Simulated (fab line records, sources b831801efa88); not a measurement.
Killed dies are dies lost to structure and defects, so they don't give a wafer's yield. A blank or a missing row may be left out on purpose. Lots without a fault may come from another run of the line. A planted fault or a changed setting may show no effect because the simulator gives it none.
Chamber matching | flow sky130 | SKY_VIA1_HDPCVD_00 on hdpcvd-02: 3 sister chambers
The step deposits SiO2, target thk 1030 nm, time 171.7 s. 15 wafers are shown with their chamber, then 7 later ones without.

WAFERS WITH THEIR CHAMBER
wafer  | chamber | run_length_s (s)
L357.2 | 1       | 200.5
L357.3 | 0       | 199.1
L357.4 | 2       | 199.9
L361.6 | 0       | 198.7
L362.3 | 0       | 198.7
L362.4 | 2       | 200.2
L363.6 | 2       | 199.9
L372.1 | 0       | 198.8
L372.3 | 2       | 200.3
L372.6 | 2       | 199.8
L368.1 | 0       | 199.3
L368.3 | 2       | 200.0
L368.5 | 2       | 199.8
L375.1 | 2       | 200.3
L375.3 | 1       | 200.8

SIGNATURES (means of the wafers above)
reading      | chamber 0 | chamber 1 | chamber 2 | scatter within a chamber
run_length_s | 198.920   | 200.650   | 200.025   | 0.232
Rule: a wafer's distance from a chamber is the root of the sum, over the readings, of the square of ((its reading less the chamber's mean) divided by the reading's scatter). The wafer belongs to the nearest chamber; if the next one is less than 2 further off, it can't be placed. The scatter: the root of (the sum of the squares of (reading less its chamber's mean) over the shown wafers, divided by (wafers less chambers)).

WAFERS WITHOUT THEIR CHAMBER
wafer  | run_length_s (s)
L375.6 | 200.2
L377.2 | 200.6
L377.3 | 199.0
L377.6 | 199.2
L378.1 | 198.9
L378.5 | 198.9
L378.6 | 199.8

WHICH CHAMBER EACH WENT THROUGH
wafer  | from the rows above     | in truth
L375.6 | can't be placed: 2 or 1 | 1
L377.2 | 1                       | 1
L377.3 | 0                       | 0
L377.6 | 0                       | 0
L378.1 | 0                       | 0
L378.5 | 0                       | 0
L378.6 | 2                       | 2
Placed correctly: 6 of 7. Can't be placed from these rows: 1 (the true chamber is among the candidates in 1). Placed wrongly: 0.
